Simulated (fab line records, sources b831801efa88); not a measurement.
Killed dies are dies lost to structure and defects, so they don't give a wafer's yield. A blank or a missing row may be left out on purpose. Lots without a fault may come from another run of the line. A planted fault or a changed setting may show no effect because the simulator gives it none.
Which tool did it? | flow gf180mcu | 10 lots, 30 wafers sampled, at 6 steps of a route of 602

WHAT THE GAUGES READ, wafer by wafer
GF_MIM_RS_MEAS_10: measures by four-point-probe.
lot  | measured     | on            | MIM_ALCU_RS (ohm/sq)
L796 | day 25 19:55 | film_metro-01 | 0.1637 0.1608 0.1597
L798 | day 26 12:46 | film_metro-02 | 0.1630 0.1641 0.1615
L799 | day 26 20:02 | film_metro-03 | 0.1426 0.1423 0.1426
L800 | day 27 01:37 | film_metro-02 | 0.1456 0.1430 0.1450
L808 | day 29 07:52 | film_metro-03 | 0.1634 0.1607 0.1614
L811 | day 30 05:23 | film_metro-03 | 0.1605 0.1586 0.1568
L810 | day 30 06:56 | film_metro-03 | 0.1608 0.1626 0.1639
L813 | day 30 23:05 | film_metro-02 | 0.1606 0.1592 0.1593
L812 | day 31 00:56 | film_metro-02 | 0.1612 0.1592 0.1612
L814 | day 31 04:25 | film_metro-03 | 0.1604 0.1622 0.1634

GF_MIM_THK_MEAS_11: measures by xrf.
lot  | measured     | on            | MIM_ALCU_THK (nm)
L796 | day 25 20:01 | film_metro-01 | 198.2 202.4 203.2
L798 | day 26 12:52 | film_metro-02 | 198.7 198.2 199.6
L799 | day 26 20:09 | film_metro-03 | 225.9 225.8 225.5
L800 | day 27 01:44 | film_metro-02 | 222.3 225.0 222.7
L808 | day 29 07:59 | film_metro-03 | 198.0 201.3 201.4
L811 | day 30 05:29 | film_metro-03 | 201.5 203.3 204.6
L810 | day 30 07:02 | film_metro-03 | 200.5 198.9 197.7
L813 | day 30 23:13 | film_metro-02 | 200.9 202.8 202.4
L812 | day 31 01:04 | film_metro-02 | 200.7 203.6 200.4
L814 | day 31 04:32 | film_metro-03 | 200.3 197.9 198.3

WHICH TOOL RAN EACH LOT (tool, then ch and the chambers of the sampled wafers, then the start)
lot  | GF_V4_CVD_02                    | GF_MIM_SPUTTER_00            | GF_MIM_SPUTTER_03            | GF_MIM_SPUTTER_08
L796 | pecvd-01 ch 0,2, day 24 19:50   | pvd_sputter-01, day 25 19:29 | pvd_sputter-01, day 25 19:38 | pvd_sputter-02, day 25 19:50
L798 | pecvd-01 ch 0,1, day 25 13:14   | pvd_sputter-03, day 26 12:20 | pvd_sputter-03, day 26 12:29 | pvd_sputter-01, day 26 12:41
L799 | pecvd-04 ch 0,2, day 25 20:31   | pvd_sputter-03, day 26 19:37 | pvd_sputter-03, day 26 19:47 | pvd_sputter-02, day 26 19:59
L800 | pecvd-04 ch 0,1,2, day 26 02:27 | pvd_sputter-03, day 27 01:12 | pvd_sputter-03, day 27 01:22 | pvd_sputter-02, day 27 01:34
L808 | pecvd-04 ch 0,1,2, day 28 10:31 | pvd_sputter-01, day 29 07:27 | pvd_sputter-01, day 29 07:37 | pvd_sputter-03, day 29 07:48
L811 | pecvd-03 ch 0,1,2, day 29 08:18 | pvd_sputter-03, day 30 04:56 | pvd_sputter-03, day 30 05:05 | pvd_sputter-02, day 30 05:17
L810 | pecvd-04 ch 1,2, day 29 09:35   | pvd_sputter-03, day 30 06:28 | pvd_sputter-03, day 30 06:38 | pvd_sputter-02, day 30 06:50
L813 | pecvd-04 ch 0,1,2, day 30 02:34 | pvd_sputter-02, day 30 22:40 | pvd_sputter-02, day 30 22:50 | pvd_sputter-03, day 30 23:02
L812 | pecvd-03 ch 0,2, day 30 04:14   | pvd_sputter-02, day 31 00:31 | pvd_sputter-02, day 31 00:41 | pvd_sputter-03, day 31 00:53
L814 | pecvd-03 ch 0,2, day 30 07:53   | pvd_sputter-03, day 31 03:59 | pvd_sputter-03, day 31 04:09 | pvd_sputter-02, day 31 04:21
- GF_V4_CVD_02: deposits SiO2 from TEOS, target thk 850 nm, time 94.851 s.
- GF_MIM_SPUTTER_00: material Ti, target thk 37.5 nm, time 150 s.
- GF_MIM_SPUTTER_03: material Ti, target thk 10 nm, time 6.7 s.
- GF_MIM_SPUTTER_08: material AlCu, target thk 200 nm, time 10.6 s.

WHAT THE TOOLS THEMSELVES READ (means of the sampled wafers that have a number; where no wafer has one, the mark that the record gives instead)
GF_V4_CVD_02.
lot  | tool     | heater_power_outer_w (W) | heater_power_w (W)
L796 | pecvd-01 | 458                      | 785
L798 | pecvd-01 | 463                      | 817
L799 | pecvd-04 | 376                      | 619
L800 | pecvd-04 | 373                      | 628
L808 | pecvd-04 | 362                      | 601
L811 | pecvd-03 | 360                      | 632
L810 | pecvd-04 | 405                      | 685
L813 | pecvd-04 | 366                      | 616
L812 | pecvd-03 | 394                      | 651
L814 | pecvd-03 | 386                      | 629

GF_MIM_SPUTTER_00.
lot  | tool           | cathode_dc_power_W (W) | substrate_temp_c (C) | throttle_valve_pct (%)
L796 | pvd_sputter-01 | 4000.6                 | 199.95               | 29.6
L798 | pvd_sputter-03 | 4000.0                 | 200.01               | 29.0
L799 | pvd_sputter-03 | 3998.9                 | 200.06               | 29.6
L800 | pvd_sputter-03 | 4000.3                 | 200.07               | 29.4
L808 | pvd_sputter-01 | 4000.3                 | 200.02               | 29.1
L811 | pvd_sputter-03 | 4000.2                 | 199.97               | 28.9
L810 | pvd_sputter-03 | 4000.0                 | 200.06               | 30.0
L813 | pvd_sputter-02 | 4000.4                 | 200.04               | 32.2
L812 | pvd_sputter-02 | 4000.9                 | 199.99               | 29.5
L814 | pvd_sputter-03 | 3999.9                 | 200.09               | 28.9

GF_MIM_SPUTTER_03.
lot  | tool           | cathode_dc_power_W (W) | substrate_temp_c (C) | throttle_valve_pct (%)
L796 | pvd_sputter-01 | 3000.6                 | 299.96               | 29.7
L798 | pvd_sputter-03 | 2999.8                 | 299.97               | 28.9
L799 | pvd_sputter-03 | 2999.8                 | 300.08               | 29.5
L800 | pvd_sputter-03 | 2999.7                 | 300.04               | 29.5
L808 | pvd_sputter-01 | 3000.4                 | 299.82               | 29.2
L811 | pvd_sputter-03 | 3000.1                 | 299.94               | 29.0
L810 | pvd_sputter-03 | 2999.8                 | 299.92               | 30.1
L813 | pvd_sputter-02 | 3000.2                 | 300.25               | 32.0
L812 | pvd_sputter-02 | 3000.1                 | 300.09               | 29.7
L814 | pvd_sputter-03 | 3000.1                 | 299.90               | 29.0

GF_MIM_SPUTTER_08.
lot  | tool           | cathode_dc_power_W (W) | throttle_valve_pct (%)
L796 | pvd_sputter-02 | 10599                  | 29.9
L798 | pvd_sputter-01 | 10597                  | 29.2
L799 | pvd_sputter-02 | 11834                  | 29.4
L800 | pvd_sputter-02 | 11836                  | 31.5
L808 | pvd_sputter-03 | 10600                  | 29.4
L811 | pvd_sputter-02 | 10600                  | 30.9
L810 | pvd_sputter-02 | 10599                  | 31.6
L813 | pvd_sputter-03 | 10602                  | 28.8
L812 | pvd_sputter-03 | 10599                  | 29.1
L814 | pvd_sputter-02 | 10598                  | 32.0

THE ANSWER, worked out from the rows above alone
Rule: what is usual is taken from the lots themselves. Put in order of their means at a reading, lots are off if they are a third of the lots or fewer, leave a main group of 4 or more, and stand apart from it by a gap of 3 or more times the standard deviation of the main group's means; of several such gaps the widest counts. A main group whose means are all the same, to the digits that the tables above print for the reading, isn't used. A lot without any number at a reading at which 4 lots or more have one is off too. The other lots that the step has rows for count as sound. The gauges are gone through in route order, then the tools' own readings, and for those a lot's mean is taken as printed above. The first step at which some lot is off is used, and at that step the reading that is off furthest; a lot without a number counts as furthest.
Off: L799, L800, at GF_MIM_RS_MEAS_10 (MIM_ALCU_RS). The main group: mean 0.1612 ohm/sq, standard deviation 0.0014.
A tool fits if, at a process step before that reading, it ran every lot that is off, and no sound lot after the first of them. The gauges at GF_MIM_RS_MEAS_10 aren't tried: what is off there is off at GF_MIM_SPUTTER_08 too, on other tools, and a gauge's error can't cause that. None of those tried fits.

WHAT THE SIMULATOR HAD PUT IN
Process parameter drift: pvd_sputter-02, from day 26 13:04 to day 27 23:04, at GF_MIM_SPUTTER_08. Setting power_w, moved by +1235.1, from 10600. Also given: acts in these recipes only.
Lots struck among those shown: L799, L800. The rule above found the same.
